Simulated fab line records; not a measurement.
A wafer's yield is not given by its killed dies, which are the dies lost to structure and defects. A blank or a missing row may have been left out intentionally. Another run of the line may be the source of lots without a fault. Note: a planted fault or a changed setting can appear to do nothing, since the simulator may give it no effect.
Struck lot and sound lot, side by side | flow sky130 | 20 steps out of a route of 708
Sound: the wafers L658.1, L658.2, L658.3. Struck: wafers L674.1, L674.4, L674.6. Last of all comes the cause.
Per side, at each step with rows, come the tool, then ch with its chambers, and then its first start. Under that, the readings that differ: sound wafers | struck wafers | difference of the means | sigmas: that difference in standard deviations of wafers without a fault.
alike: words and numbers the same on both sides, and readings whose means are apart by under 2 such deviations; not compared: readings that were withheld, readings missing a value for some wafer, numbers with overlapping values and no deviation given by the record, and bounds like >300 which may hide the same value.
Wherever a step has rows on one side only, a row that says differs or no value, or a row with sigmas, the two part there. Non-overlapping numbers with no deviation appear without sigmas and do not part them. A reading that every wafer of one side lacks parts them only if that side has two wafers or more.

first, 7 steps without rows for these wafers: SKY_PASSIVATION_DEHYDRATE_04 (time 60 s); SKY_PASSIVATION_HMDS_05 (prime time 60 s); SKY_PASSIVATION_COAT_06 (resist thk 3000 nm); SKY_PASSIVATION_SOFTBAKE_07; SKY_PASSIVATION_EXPOSE_08 (exposes mask NSM, target cd 3000 nm); SKY_PASSIVATION_PEB_09; SKY_PASSIVATION_DEVELOP_10 (develop time 60 s).
SKY_PASSIVATION_ETCH_11: etches the open film in CF4/O2, stops on AlCu, target depth 725 nm, time 161.1 s.
  sound on rie_diel-02 ch 0,1,3, day 45 04:31; struck on rie_diel-04 ch 0,1,2, day 49 08:23
  alike: drypump_motor_current_A, oes_product_au, throttle_valve_pct
  not compared: rf_hours_counter_h
SKY_PASSIVATION_STRIP_12: strips in O2/N2.
  sound on plasma_asher-04 ch 0,1, day 45 04:37; struck on plasma_asher-04 ch 0,1, day 49 08:29
  alike: drypump_motor_current_A, oes_product_au, strip_time_to_endpoint_s
  not compared: rf_hours_counter_h
then, 3 steps without rows for these wafers: SKY_PAD_OPEN_DEHYDRATE_00 (time 60 s); SKY_PAD_OPEN_HMDS_01 (prime time 60 s); SKY_PAD_OPEN_COAT_02 (resist thk 2966 nm).
SKY_PAD_OPEN_SOFTBAKE_03:
  sound on litho_track-04 ch 0, day 45 15:25; struck on litho_track-02 ch 0, day 49 16:13
  reading                                    | sound                | struck               | difference | sigmas
  heater_power_total_W (W)                   | 65.39 65.40 65.29    | 69.71 69.84 69.66    | +4.38      | +31
  plate_temp_C (C)                           | 109.84 109.93 110.03 | 115.54 115.51 115.51 | +5.59      | +43
  model.coat_of_PAD_OPEN_COAT_02.thk_nm (nm) | 2960 2959 2950       | 2934 2920 2931       | -28        |
then, 2 steps without rows for these wafers: SKY_PAD_OPEN_EXPOSE_04 (exposes mask PDM, target cd 60000 nm); SKY_PAD_OPEN_PEB_05.
SKY_PAD_OPEN_DEVELOP_06: develop time 60 s.
  sound: litho_track-02 ch 0; struck: litho_track-02 ch 0
  reading                                    | sound          | struck         | difference | sigmas
  model.coat_of_PAD_OPEN_COAT_02.thk_nm (nm) | 2959 2958 2949 | 2932 2919 2930 | -28        |
SKY_PAD_OPEN_ETCH_07: etches the open film in CF4/O2, stops on AlCu, target depth 725 nm, time 161.1 s.
  sound on rie_diel-04 ch 1,2,3, day 46 00:58; struck on rie_diel-03 ch 1,2,3, day 50 01:31
  alike: drypump_motor_current_A, oes_product_au, throttle_valve_pct
  not compared: rf_hours_counter_h
SKY_PAD_OPEN_STRIP_08: strips in O2/N2.
  sound on plasma_asher-04 ch 0,1, day 46 01:04; struck on plasma_asher-04 ch 0,1, day 50 01:37
  reading                      | sound             | struck            | difference | sigmas
  strip_time_to_endpoint_s (s) | 36.59 36.57 36.51 | 36.31 36.14 36.28 | -0.31      | -3
  alike: drypump_motor_current_A, oes_product_au
  not compared: rf_hours_counter_h
then, 1 step without rows for these wafers: SKY_PAD_OPEN_STRIP_09 (strips in post etch residue remover, time 1200 s).
SKY_PAD_OPEN_PROBE_99:
  sound: prober-02 at day 46 03:17; struck: prober-02 at day 50 03:50
  reading             | sound   | struck   | difference | sigmas
  killed_at_front_end | 12 9 18 | 20 17 30 | +9         | +2
  alike: defect_limited_yield, killed_at_M0_to_M3, killed_at_M4_up, killed_at_contacts, killed_at_other, killed_dies, killed_on_rim, killed_open, killed_short, sort_bin_3_pad_short, sort_bin_5_function, sort_bin_6_memory, sort_n_pass, sort_yield_pct

== WHERE THEY PART ==
Last at SKY_PAD_OPEN_PROBE_99 as far as this record goes, first at SKY_PAD_OPEN_SOFTBAKE_03.

WHY: what the simulator had put in
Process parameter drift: litho_track-02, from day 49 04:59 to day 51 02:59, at SKY_PAD_OPEN_SOFTBAKE_03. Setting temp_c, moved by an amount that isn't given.
